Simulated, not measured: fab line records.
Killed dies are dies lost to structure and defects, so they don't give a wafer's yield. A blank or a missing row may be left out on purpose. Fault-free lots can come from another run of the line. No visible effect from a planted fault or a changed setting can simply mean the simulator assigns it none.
Problem report in the 8D (eight disciplines) form, filled by code    flow gf180mcu    the parts of the form that need people (team, actions taken, sign-off) are left out

1. THE ISSUE
Across 6 wafers from 2 lots, MVPSD_TW at GF_MVPSD_TW_MEAS_11 averages 607.4, while fault-free wafers read 551.3 with a standard deviation of 3. That is +19 standard deviations from the usual mean.
First observed at day 8 19:40: wafer L238.3, on film metro-03. Wafers with a number at this step in the record: 36, from 12 lots. Rule for "out", or "out of limits": more than 4 standard deviations from the usual mean. The rest of the wafers with a number are treated as sound.

2. WHAT IT IS; WHAT IT IS NOT
question                     is                            is not
which readings at this step  MVPSD_TW                      -
which lots                   L238, L239                    L223, L224, L225, L226, L227, L229, L230, L243, L244, L245
which wafers of those lots   all that have a number        -
read on which gauges         film metro-01, film metro-03  film metro-04
when                         from day 8 19:40              up to then (21 sound wafers); but 9 sound wafers of L243, L244, L245 came after

3. THE SUSPECTS, EACH WITH WHAT RULES IT OUT
Counting: a tool at any process step up to the reading remains a suspect when it ran all the lots that are out and ran no sound lot after the first of those.
- the gauge at GF_MVPSD_TW_MEAS_11 is ruled out. 2 gauges (film metro-01, film metro-03) read the wafers that are out.
- implanter-04 at GF_MVPSD_IMPLANT_08: kept. Every lot that is out went through it, starting with L238 (day 8 19:18), and after that it ran no sound lot; the last sound lot it ran before then is L227 (day 6 05:24). On those wafers its own readings are out: tilt deg.
Left after counting: implanter-04 at GF_MVPSD_IMPLANT_08.

4. THE CAUSE (what the simulator had put in)
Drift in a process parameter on implanter-04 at GF_MVPSD_IMPLANT_08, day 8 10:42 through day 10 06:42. Setting tilt deg, moved by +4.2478, from 0. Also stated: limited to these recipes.
Only this tool survived the counting.

5. SEQUENCE OF EFFECTS, ordered by route
Each row: a reading whose mean over the struck wafers that have a number lies more than 3 standard deviations from the usual. Only readings for which the record gives a usual standard deviation are gone through. hours: the time from each lot's start at the first step in this table that gives one to its start at this step, as a median over the lots. sigmas: the change in usual standard deviations.
hours  step                      reading   usual          on struck wafers  change  sigmas
0      GF_MVPSD_IMPLANT_08       tilt deg  0.001 degrees  4.247             +4.246  +99 or more
0      GF_MVPSD_TW_MEAS_11       MVPSD_TW  551.3          607.4             +56.1   +19
74     GF_VT_IMPLANT_RS_MEAS_49  MVPSD_RS  1167.0 ohm/sq  1345.3            +178.3  +64
It contains these process steps:
- GF_MVPSD_IMPLANT_08
Later measuring or inspecting steps at which every struck wafer that the step has a row for has a number for every such reading, and none has moved that far: GF_V1_THK_MEAS_25.

6. HOW IT WOULD HAVE BEEN CAUGHT EARLIER
9 hours passed between the start of the fault at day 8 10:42 and the first reading out of limits at a measuring or inspecting step in this record, taken at day 8 19:40.
At GF_MVPSD_IMPLANT_08, the tool's own readings (tilt deg) were out on each struck wafer the step has a row for, so an alarm limit on them would have fired on the first such wafer.
Lots out: 2; of these, L239 started GF_MVPSD_IMPLANT_08 on implanter-04 after day 8 19:40. A tool hold placed at that time would have kept it from harm.
